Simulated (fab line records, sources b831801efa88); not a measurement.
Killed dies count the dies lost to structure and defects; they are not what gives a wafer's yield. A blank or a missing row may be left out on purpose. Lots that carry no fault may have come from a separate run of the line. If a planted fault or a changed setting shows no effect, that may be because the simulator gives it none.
Chamber matching | flow gf180mcu | 4 sister chambers for GF_V1_CMP_26 on cmp-01
The step polishes, stops on SiO2, t overpolish 15 s, target thk 0 nm. 7 wafers are shown with their chamber, then 8 later ones without.

EACH WAFER AND ITS CHAMBER
wafer  | chamber | motorCurrentA (A) | retainingRingPressureFrac
L486.6 | 2       | 10.2              | 1.006
L487.5 | 1       | 10.9              | 1.007
L487.6 | 0       | 10.1              | 0.993
L491.3 | 0       | 9.9               | 1.000
L491.5 | 2       | 10.0              | 1.000
L491.6 | 3       | 13.2              | 1.008
L496.1 | 3       | 13.2              | 1.011

WAFERS MISSING THEIR CHAMBER
wafer  | motorCurrentA (A) | retainingRingPressureFrac
L496.2 | 10.3              | 0.999
L496.4 | 10.2              | 1.004
L499.2 | 14.2              | 1.000
L499.3 | 10.0              | 0.993
L499.4 | 10.0              | 1.000
L504.4 | 10.9              | 0.999
L504.5 | 13.2              | 1.010
L504.6 | 10.5              | 1.002

WHICH CHAMBER EACH WENT THROUGH
wafer  | from the rows above          | in truth
L496.2 | can't be placed: 2 or 0      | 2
L496.4 | can't be placed: 2 or 0      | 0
L499.2 | 3                            | 3
L499.3 | can't be placed: 0 or 2      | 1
L499.4 | can't be placed: 0 or 2      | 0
L504.4 | 1                            | 1
L504.5 | 3                            | 3
L504.6 | can't be placed: 2 or 1 or 0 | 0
Correct placement for 3 of the 8. Unplaceable from these rows: 5, with the true chamber sitting among the candidates in 4. Placed wrongly: 0.
How it was worked out, from the rows above alone: a wafer's distance from a chamber is the root of the sum, over the readings, of the square of ((its reading less the chamber's mean) divided by the reading's scatter). If the next closest chamber is less than 2 further off than the closest, the wafer can't be placed; otherwise it belongs to the closest. For every chamber, the mean is computed from those of its wafers that are shown. The scatter: take each reading less its chamber's mean, square it, sum over the shown wafers, divide by the number of wafers less the number of chambers, and take the root.
